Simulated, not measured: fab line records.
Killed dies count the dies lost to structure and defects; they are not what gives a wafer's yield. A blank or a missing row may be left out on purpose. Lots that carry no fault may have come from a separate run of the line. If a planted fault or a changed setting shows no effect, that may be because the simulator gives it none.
What tool caused it?    flow sky130    18 wafers from 6 lots sampled at 2 of the route's 708 steps

== WHAT THE GAUGES SHOWED, per wafer ==
SKY_PASSIVATION_THK_MEAS_01.
lot   measured      on             PASSIVATION_CVD_00_THK (nm)
L987  day 45 10:00  film-metro-04  88.9 90.6 89.7
L988  day 45 21:04  film-metro-03  116.3 91.5 91.5 116.3 91.4 91.4
L992  day 46 10:46  film-metro-04  116.0 115.1 90.1 116.0 115.3 90.1
L999  day 47 22:34  film-metro-02  88.9 90.6 89.2
L102  day 48 17:06  film-metro-04  89.7 88.7 89.9
L105  day 49 06:25  film-metro-02  90.4 90.6 91.2

== TOOL THAT RAN EACH LOT (tool first, then ch and the chambers of the sampled wafers, then the start) ==
lot   SKY_PASSIVATION_CVD_00
L987  pecvd-01 ch 0,1,2, day 45 09:59
L988  pecvd-01 ch 0,1,2, day 45 20:56
L992  pecvd-01 ch 0,1,2, day 46 10:45
L999  pecvd-04 ch 0,2, day 47 22:31
L102  pecvd-01 ch 1,2, day 48 17:04
L105  pecvd-02 ch 0,1, day 49 06:23
- SKY_PASSIVATION_CVD_00: deposits SiO2, target thk 90 nm.

== THE ANSWER, worked out from the rows above alone ==
Rule: what is usual is taken from the lots themselves. The widest of any qualifying gaps counts: lots, ordered by their means at a reading, are off when they make up no more than a third of the lots, leave a main group of 4 or more, and stand apart from it by 3 or more times the standard deviation of that group's means. If all means in a main group match to the digits the tables above print for the reading, that group is not used. Also off: a lot with no number at a reading for which 4 or more lots have one. The other lots that the step has rows for count as sound.
Off: at SKY_PASSIVATION_THK_MEAS_01 (PASSIVATION_CVD_00_THK), L988, L992. The main group: mean 89.9 nm, standard deviation 0.51.
A tool fits if, at a process step before that reading, it ran every lot that is off, and no sound lot after the first of them. Those tools and the gauges at SKY_PASSIVATION_THK_MEAS_01 are tried in the same way. None of those tried fits.

== WHAT WAS PUT IN BY THE SIMULATOR ==
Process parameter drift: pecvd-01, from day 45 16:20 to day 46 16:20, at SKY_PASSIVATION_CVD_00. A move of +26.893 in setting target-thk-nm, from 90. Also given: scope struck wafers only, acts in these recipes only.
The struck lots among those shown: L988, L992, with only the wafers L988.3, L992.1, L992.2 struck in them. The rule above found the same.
